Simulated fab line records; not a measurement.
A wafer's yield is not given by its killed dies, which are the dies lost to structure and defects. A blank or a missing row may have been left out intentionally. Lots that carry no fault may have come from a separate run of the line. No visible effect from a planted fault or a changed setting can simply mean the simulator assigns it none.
Chamber matching / flow gf180mcu / 4 sister chambers for GF_V4_ETCH_16 on rie-diel-03
The step etches BARC in N2/H2. 8 wafers are shown with their chamber, then 9 later ones without.

## EACH WAFER AND ITS CHAMBER
wafer=L074.1; chamber=0; drypump-motor-current-A (A)=6.3; bias-w (W)=100.55
wafer=L074.3; chamber=1; drypump-motor-current-A (A)=6.4; bias-w (W)=100.06
wafer=L082.4; chamber=0; drypump-motor-current-A (A)=6.3; bias-w (W)=99.83
wafer=L082.5; chamber=1; drypump-motor-current-A (A)=6.3; bias-w (W)=100.10
wafer=L087.5; chamber=3; drypump-motor-current-A (A)=6.0; bias-w (W)=100.00
wafer=L089.2; chamber=2; drypump-motor-current-A (A)=5.1; bias-w (W)=100.34
wafer=L089.3; chamber=3; drypump-motor-current-A (A)=6.0; bias-w (W)=99.81
wafer=L089.4; chamber=2; drypump-motor-current-A (A)=5.1; bias-w (W)=100.02

## WAFERS WITH NO CHAMBER GIVEN
wafer=L092.1; drypump-motor-current-A (A)=6.3; bias-w (W)=100.16
wafer=L092.2; drypump-motor-current-A (A)=6.4; bias-w (W)=100.19
wafer=L092.5; drypump-motor-current-A (A)=6.4; bias-w (W)=100.16
wafer=L093.2; drypump-motor-current-A (A)=6.4; bias-w (W)=100.16
wafer=L093.5; drypump-motor-current-A (A)=6.4; bias-w (W)=100.12
wafer=L093.6; drypump-motor-current-A (A)=6.3; bias-w (W)=100.72
wafer=L097.2; drypump-motor-current-A (A)=6.0; bias-w (W)=100.03
wafer=L097.4; drypump-motor-current-A (A)=6.3; bias-w (W)=100.02
wafer=L097.6; drypump-motor-current-A (A)=6.0; bias-w (W)=99.91

## CHAMBER TAKEN BY EACH
wafer=L092.1; from the rows above=can't be placed: 0 or 1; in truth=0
wafer=L092.2; from the rows above=can't be placed: 1 or 0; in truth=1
wafer=L092.5; from the rows above=can't be placed: 1 or 0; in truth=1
wafer=L093.2; from the rows above=can't be placed: 1 or 0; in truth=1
wafer=L093.5; from the rows above=can't be placed: 1 or 0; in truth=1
wafer=L093.6; from the rows above=can't be placed: 0 or 1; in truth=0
wafer=L097.2; from the rows above=3; in truth=3
wafer=L097.4; from the rows above=can't be placed: 0 or 1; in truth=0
wafer=L097.6; from the rows above=3; in truth=3
2 of 9 placed correctly. Not placeable from these rows: 7 (in 7, the candidates include the true chamber). Placed wrongly: 0.
How it was worked out, from the rows above alone: a wafer's distance from a chamber is the root of the sum, over the readings, of the square of ((its reading less the chamber's mean) divided by the reading's scatter). The wafer belongs to the nearest chamber; if the next one is less than 2 further off, it can't be placed. Each chamber's mean is taken over the wafers shown for it. The scatter: take each reading less its chamber's mean, square it, sum over the shown wafers, divide by the number of wafers less the number of chambers, and take the root.
